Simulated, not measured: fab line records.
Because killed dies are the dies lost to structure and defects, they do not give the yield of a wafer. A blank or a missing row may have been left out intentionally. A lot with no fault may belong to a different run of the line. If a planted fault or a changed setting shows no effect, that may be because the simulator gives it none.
Struck lot and sound lot, side by side / flow sky130 / 14 out of 708 route steps
Sound: wafers L811.2, L811.4, L811.6. Struck: wafers L817.1, L817.4 (left out: L817.5, a lot-mate that was not struck); the cause follows at the end.
Per side, at each step with rows, come the tool, then ch with its chambers, and then its first start. Under that, the readings that differ: sound wafers / struck wafers / difference of the means / sigmas: that difference in standard deviations of wafers without a fault.
alike: words and numbers the same on both sides, and readings whose means are apart by under 2 such deviations; not compared: readings that were withheld, readings missing a value for some wafer, numbers with overlapping values and no deviation given by the record, and bounds like >300 which may hide the same value.
Wherever a step has rows on one side only, a row that says differs or no value, or a row with sigmas, the two part there. When numbers do not overlap yet have no deviation, they are printed without sigmas and do not part them. A reading that every wafer of one side lacks parts them only if that side has two wafers or more.

SKY_NWELL_OVL_MEAS_23:
  sound on overlay-01, day 5 17:24; struck on overlay-02, day 7 04:44
  alike: NWELL_01_OVL
following that, these wafers have no rows for 1 step: SKY_NWELL_IMPLANT_24.
SKY_NWELL_STRIP_25: strips in O2/N2.
  sound on plasma-asher-02 ch 0,1, day 5 17:35; struck on plasma-asher-02 ch 0, day 7 04:56
  alike: drypump-motor-current-A, oes-product-au, strip-time-to-endpoint-s
  not compared: rf-hours-counter-h
SKY_NWELL_TW_MEAS_26:
  sound on film-metro-01, day 5 17:41; struck on film-metro-04, day 7 05:02
reading=NWELL_2_TW; sound=503 504 503; struck=497 495; difference=-7; sigmas=-2
then, 1 step without rows for these wafers: SKY_NWELL_CLEAN_27 (cleans in SC1/SC2, time 150 s).
SKY_NWELL_RTA_28: time 30 s.
  sound on rtp-anneal-02 ch 0, day 5 17:49; struck on rtp-anneal-02 ch 0, day 7 05:08
  alike: lamp-power-pct, wafer_temp_C_max
SKY_NWELL_RS_MEAS_29: a four-point-probe measurement.
  sound on film-metro-03, day 5 17:55; struck on film-metro-03, day 7 05:14
  alike: NWELL_RS
SKY_NWELL_RS_MEAS_31: a four-point-probe measurement.
  sound on film-metro-03, day 5 18:09; struck on film-metro-03, day 7 05:29
  alike: PWDE_RS
then, 3 steps without rows for these wafers: SKY_VT_ADJUST_HVTP_DEHYDRATE_00 (time 60 s); SKY_VT_ADJUST_HVTP_HMDS_01 (prime time 60 s); SKY_VT_ADJUST_HVTP_COAT_02 (resist thk 1140 nm).
SKY_VT_ADJUST_HVTP_SOFTBAKE_03: time 60 s.
  sound on litho-track-02 ch 0, day 6 03:14; struck on litho-track-03 ch 0, day 7 16:00
reading=heater-power-total-W (W); sound=56.60 56.61 56.68; struck=57.38 57.23; difference=+0.67; sigmas=+15
reading=run-length-s (s); sound=88.9 88.8 88.9; struck=86.6 86.6; difference=-2.3; sigmas=-6
  alike: exhaust-pa, resist-line-temp-C
then, 1 step without rows for these wafers: SKY_VT_ADJUST_HVTP_EXPOSE_04 (exposes mask HVTPM, target cd 380 nm).
-- record jumps: 40 days separate the struck wafers' starts on either side; left off in module VT_ADJUST_HVTP, taken up again in module PAD_OPEN, whose first shown step is the route's number 708 --
SKY_PAD_OPEN_PROBE_99:
  sound on prober-01, day 46 08:38; struck on prober-02, day 47 16:43
reading=killed_at_M0_to_M3; sound=55 52 62; struck=34 42; difference=-18; sigmas=-3
reading=killed-at-contacts; sound=29 35 34; struck=22 14; difference=-15; sigmas=-3
reading=killed-dies; sound=100 108 122; struck=85 77; difference=-29; sigmas=-3
reading=killed-open; sound=55 54 65; struck=36 47; difference=-16; sigmas=-2
  alike: killed_at_M4_up, killed-at-front-end, killed-at-other, killed-short

## WHERE THEY PART
First at SKY_NWELL_TW_MEAS_26; last, within this record, at SKY_PAD_OPEN_PROBE_99.

WHY: what had been put in by the simulator
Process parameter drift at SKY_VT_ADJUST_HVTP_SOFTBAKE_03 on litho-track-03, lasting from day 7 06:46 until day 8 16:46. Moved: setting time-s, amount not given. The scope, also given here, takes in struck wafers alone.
